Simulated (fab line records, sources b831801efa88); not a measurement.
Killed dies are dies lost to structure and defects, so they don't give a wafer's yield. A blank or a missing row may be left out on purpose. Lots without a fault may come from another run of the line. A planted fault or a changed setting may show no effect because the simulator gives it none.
A struck lot beside a sound one | flow sky130 | 38 steps out of a route of 708
Sound: wafers L746.3, L746.4, L746.6. Struck: wafers L744.1, L744.2, L744.6. The cause comes at the end.
At each step with rows: each side's tool, then ch and its chambers, then its first start. Under that, the readings that differ: sound wafers | struck wafers | difference of the means | sigmas: that difference in standard deviations of wafers without a fault.
alike: readings whose means differ by less than 2 such deviations, and words and numbers that are the same on both sides. not compared: withheld readings, readings that some wafer has no value for, bounds like >300 that may hide the same value, and numbers for which the record gives no deviation and whose values overlap.
The two part at a step that has a row with sigmas, a row that says differs or no value, or rows on one side only. Numbers that don't overlap but have no deviation are shown without sigmas and don't part them. A reading that every wafer of one side lacks parts them only if that side has two wafers or more.

first, 9 steps without rows for these wafers: SKY_VIA2_SPUTTER_20 (material TiN, target thk 20 nm, time 80 s); SKY_VIA2_CVD_21 (deposits W, target thk 420 nm, time 126.4 s); SKY_VIA2_CMP_24 (polishes, stops on SiO2, t overpolish 20 s, target thk 0 nm); SKY_METAL3_SPUTTER_00 (material Ti, target thk 15 nm, time 10 s); SKY_METAL3_SPUTTER_01 (material TiN, target thk 20 nm, time 16.7 s); SKY_METAL3_SPUTTER_02 (material AlCu, target thk 735 nm, time 39.1 s); SKY_METAL3_SPUTTER_03 (material Ti, target thk 5 nm, time 3.3 s); SKY_METAL3_SPUTTER_04 (material TiN, target thk 70 nm, time 58.3 s); SKY_CAPM_CVD_00 (deposits SiO2, target thk 15.5 nm).
SKY_CAPM_SPUTTER_02: material TiN, target thk 200 nm, time 166.7 s.
  sound on pvd_sputter-02, day 42 16:32; struck on pvd_sputter-04, day 42 01:50
  reading                                  | sound             | struck            | difference | sigmas
  model.TiN_of_CAPM_SPUTTER_02.thk_nm (nm) | 199.6 198.5 199.7 | 174.5 177.2 173.4 | -24.2      |
  alike: substrate_temp_c, throttle_valve_pct
SKY_CAPM_RS_MEAS_03: measures by four-point-probe.
  sound on film_metro-01, day 42 16:41; struck on film_metro-03, day 42 01:57
  reading              | sound          | struck         | difference | sigmas
  CAPM_TIN_RS (ohm/sq) | 6.93 6.96 6.93 | 7.93 7.80 7.99 | +0.97      | +14
SKY_CAPM_THK_MEAS_04: measures by xrf.
  sound on film_metro-01, day 42 16:47; struck on film_metro-03, day 42 02:04
  reading           | sound             | struck            | difference | sigmas
  CAPM_TIN_THK (nm) | 196.0 195.1 196.5 | 170.7 173.4 169.6 | -24.6      | -12
then, 7 steps without rows for these wafers: SKY_CAPM_DEHYDRATE_05 (time 60 s); SKY_CAPM_HMDS_06 (prime time 60 s); SKY_CAPM_COAT_07 (resist thk 1140 nm); SKY_CAPM_SOFTBAKE_08 (time 60 s); SKY_CAPM_EXPOSE_09 (exposes mask CAPM, target cd 1000 nm); SKY_CAPM_PEB_10; SKY_CAPM_DEVELOP_11 (develop time 60 s).
SKY_CAPM_METAL_ETCH_13: etches TiN in Cl2/BCl3, stops on SiO2, target depth 220 nm, time 62.9 s.
  sound on rie_metal-04 ch 0,1, day 43 16:01; struck on rie_metal-02 ch 0,1, day 43 01:50
  reading                | sound                | struck               | difference | sigmas
  oes_product_au (a.u.)  | 0.946 0.930 0.945    | 0.869 0.875 0.874    | -0.068     | -11
  throttle_valve_pct (%) | 21.908 21.883 21.901 | 21.965 21.940 21.963 | +0.059     | +5
  alike: drypump_motor_current_A, mfc_cl2_sccm
  not compared: rf_hours_counter_h
then, 16 steps without rows for these wafers: SKY_CAPM_STRIP_14 (strips in O2/N2); SKY_CAPM_STRIP_15 (strips in post etch residue remover, time 1200 s); SKY_CAPM_CLEAN_16 (cleans in IPA, time 180 s); SKY_CAPM_CLEAN_17 (cleans in O3/DIW); SKY_METAL3_DEHYDRATE_05 (time 60 s); SKY_METAL3_HMDS_06 (prime time 60 s); SKY_METAL3_COAT_07 (resist thk 60 nm); SKY_METAL3_COAT_08 (resist thk 1140 nm); SKY_METAL3_SOFTBAKE_09 (time 90 s); SKY_METAL3_EXPOSE_10 (exposes mask MM3, target cd 300 nm); SKY_METAL3_PEB_11; SKY_METAL3_DEVELOP_12 (develop time 60 s); SKY_METAL3_DESCUM_15 (chemistry O2, time 8 s); SKY_METAL3_ETCH_16 (etches BARC in N2/H2, stops on SiO2, time 88.2 s, target depth 60 nm); SKY_METAL3_ETCH_17 (etches SiO2 in C4F8/O2/Ar, stops on TiN, time 3.9 s, target depth 15 nm); SKY_METAL3_METAL_ETCH_18 (etches the open film in Cl2/BCl3, stops on SiO2, target depth 845 nm, time 183.1 s).
SKY_METAL3_STRIP_20: strips in post etch residue remover, time 1200 s.
  sound on wet_bench-04 ch 1, day 44 16:04; struck on wet_bench-02 ch 0, day 44 01:41
  reading                                  | sound             | struck            | difference | sigmas
  model.TiN_of_CAPM_SPUTTER_02.thk_nm (nm) | 198.8 197.7 198.8 | 173.6 176.4 172.6 | -24.2      |
-- the record jumps here: 6 days lie between the struck wafers' starts before and after (it left off in module METAL3 and takes up again in module PAD_OPEN, whose first step shown is number 708 of the route) --
SKY_PAD_OPEN_PROBE_99:
  sound on prober-01, day 50 16:07; struck on prober-02, day 50 04:25
  reading                              | sound                | struck               | difference | sigmas
  model.etest.cap_mim.plate_ohm_sq     | 5.932 6.067 6.023    | 6.869 6.8 6.923      | +0.857     |
  model.etest.cap_mim.bv_v (V)         | 14.47 14.01 14.74    | 13.29 13.24 13.39    | -1.10      |
  model.etest.cap_mim.leak_log10_a_cm2 | -9.024 -9.063 -9.098 | -8.543 -8.865 -8.714 | +0.354     |
  alike: defect_limited_yield, killed_at_M0_to_M3, killed_at_M4_up, killed_at_contacts, killed_at_front_end, killed_at_other, killed_dies, killed_open, killed_short, sort_bin_3_pad_short, sort_bin_5_function, sort_bin_6_memory, sort_n_pass, sort_yield_pct

WHERE THEY PART
First at SKY_CAPM_RS_MEAS_03; last, within this record, at SKY_CAPM_METAL_ETCH_13. Later steps at which nothing parts them and some readings are alike: SKY_PAD_OPEN_PROBE_99.

WHY: what the simulator had put in
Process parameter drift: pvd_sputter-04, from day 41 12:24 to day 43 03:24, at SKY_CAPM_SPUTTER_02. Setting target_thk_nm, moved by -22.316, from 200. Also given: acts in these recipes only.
